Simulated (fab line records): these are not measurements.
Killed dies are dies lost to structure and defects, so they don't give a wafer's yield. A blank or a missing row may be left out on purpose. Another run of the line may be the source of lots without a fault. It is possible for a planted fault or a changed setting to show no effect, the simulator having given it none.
One fault seen from 2 desks    flow sfq-line    numbers are kept per desk, each desk with only its own; the story behind them comes last

## TOOL OWNER'S DESK, rie-metal-02
The tool's own readings at SFQ_TRILAYER_M0_STRIP_STRIP_025 (strips in O2): means of the sampled wafers that have a number, for each lot that ran on this tool. Marked OUT: a lot whose mean sits more than 4 standard deviations from the usual mean, which makes it out of limits; the brackets give that distance.
Columns: A = drypump-motor-current-A at SFQ_TRILAYER_M0_STRIP_STRIP_025, usual 5.8 A; B = oes-product-au at SFQ_TRILAYER_M0_STRIP_STRIP_025, usual 0.998 a.u.; C = platen-temp-c at SFQ_TRILAYER_M0_STRIP_STRIP_025, usual 40.01 C
lot   first seen here  A    B      C
L472  day 10 01:20     6.1  0.986  39.83
L473  day 10 16:25     5.5  0.992  39.90
L481  day 14 09:32     5.8  0.991  40.27
Finding of this desk: none of the 3 lots has anything out of limits.

## AT THE METROLOGY DESK
Lot by lot, what the gauges showed, no matter which tool ran the lot: averages of those sampled wafers that carry a number. Marked OUT: a lot whose mean sits more than 4 standard deviations from the usual mean, which makes it out of limits; the brackets give that distance.
Columns: A = L0_MONX_KI_THK at SFQ_L0_THK_MEAS_902, usual 39.6 nm
lot   first seen here  A
L472  day 1 12:41      39.4
L473  day 1 17:42      39.6
L474  day 1 22:42      39.2
L475  day 2 03:42      39.9
L476  day 2 08:41      39.4
L477  day 2 13:43      39.5
L480  day 3 04:41      39.7
L481  day 3 09:41      39.9
L485  day 4 05:41      39.9
L489  day 5 01:41      39.3
L492  day 5 16:41      40.1
L494  day 6 02:42      39.9
L495  day 6 07:43      40.0
Finding of this desk: none of the 13 lots has anything out of limits.

## PUT TOGETHER
Nothing out of limits was seen by the tool owner's desk.
From the metrology desk's view, nothing was out of limits.

## WHAT THE SIMULATOR HAD INSERTED
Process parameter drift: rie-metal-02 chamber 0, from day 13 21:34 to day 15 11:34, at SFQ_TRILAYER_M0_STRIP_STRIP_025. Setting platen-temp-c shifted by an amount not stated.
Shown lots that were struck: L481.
